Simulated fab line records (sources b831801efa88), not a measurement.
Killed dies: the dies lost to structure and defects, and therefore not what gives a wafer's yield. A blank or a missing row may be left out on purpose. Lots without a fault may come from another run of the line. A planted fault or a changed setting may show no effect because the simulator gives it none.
One fault seen from 2 desks | flow sky130 | what lay behind the numbers comes last; until then each desk has only its own

AT THE METROLOGY DESK
What the gauges read for every lot (on any tool): the sampled wafers with a number, averaged. The brackets show how far a lot's mean lies from the usual mean; more than 4 standard deviations puts the lot out of limits, marked OUT.
Columns: A = POLY_GATE_TW at SKY_RES_PROTECT_TW_MEAS_08, usual 4068; B = POLY_GATE_CVD_03_THK at SKY_POLY_GATE_THK_MEAS_04, usual 75.4 nm; C = RES_XHIGH_TW at SKY_RES_XHIGH_TW_MEAS_09, usual 1641; D = LOCAL_INTERCONNECT_TIN_RS at SKY_LOCAL_INTERCONNECT_RS_MEAS_01, usual 14.10 ohm/sq; E = LOCAL_INTERCONNECT_TIN_THK at SKY_LOCAL_INTERCONNECT_THK_MEAS_02, usual 100.1 nm
lot  | first seen here | A    | B    | C    | D     | E
L108 | day 15 05:43    | 4065 | 75.4 | 1628 | 14.06 | 100.6
L109 | day 15 10:47    | 4067 | 75.4 | 1630 | 14.21 | 99.5
L110 | day 15 16:21    | 4101 | 75.0 | 1626 | 13.91 | 101.7
L113 | day 16 20:54    | 4064 | 75.0 | 1644 | 14.16 | 99.5
L114 | day 17 05:51    | 4096 | 75.3 | 1669 | 14.27 | 98.6
L115 | day 17 14:58    | 4082 | 75.8 | 1669 | 14.15 | 99.4
L116 | day 18 00:43    | 4066 | 76.5 | 1649 | 14.36 | 98.2
L117 | day 18 06:17    | 4050 | 75.9 | 1629 | 14.06 | 99.9
L121 | day 19 21:30    | 4053 | 75.4 | 1607 | 13.85 | 101.8
L123 | day 20 10:48    | 4070 | 76.3 | 1658 | 14.69 | 97.1
L124 | day 20 17:30    | 4080 | 75.9 | 1614 | 14.43 | 98.2
L125 | day 21 05:40    | 4068 | 73.9 | 1615 | 14.51 | 97.6
L129 | day 22 15:58    | 4037 | 75.6 | 1645 | 14.07 | 100.1
L130 | day 22 22:57    | 4076 | 75.9 | 1619 | 13.98 | 100.7
L131 | day 24 03:32    | 4052 | 76.0 | 1661 | 13.82 | 102.6
This desk's finding: nothing out of limits on any of the 15 lots.

DESK OF THE TOOL OWNER: pvd sputter-04
The tool's own readings at SKY_LOCAL_INTERCONNECT_SPUTTER_00 (material TiN, target thk 100 nm, time 83.3 s): means of the sampled wafers that have a number, for each lot that ran on this tool. The brackets show how far a lot's mean lies from the usual mean; more than 4 standard deviations puts the lot out of limits, marked OUT.
Columns: A = throttle valve pct at SKY_LOCAL_INTERCONNECT_SPUTTER_00, usual 30.3 %
lot  | first seen here | A
L108 | day 29 04:58    | 29.4
L110 | day 29 16:23    | 30.2
L113 | day 30 21:52    | 29.5
L117 | day 32 02:31    | 30.5
L123 | day 33 22:41    | 30.1
L124 | day 34 03:52    | 30.1
L125 | day 34 14:28    | 29.8
This desk's finding: nothing out of limits on any of the 7 lots.

BROUGHT TOGETHER
At the metrology desk, nothing out of limits was observed.
The desk of the tool owner found nothing out of limits.

WHAT THE SIMULATOR HAD PUT IN
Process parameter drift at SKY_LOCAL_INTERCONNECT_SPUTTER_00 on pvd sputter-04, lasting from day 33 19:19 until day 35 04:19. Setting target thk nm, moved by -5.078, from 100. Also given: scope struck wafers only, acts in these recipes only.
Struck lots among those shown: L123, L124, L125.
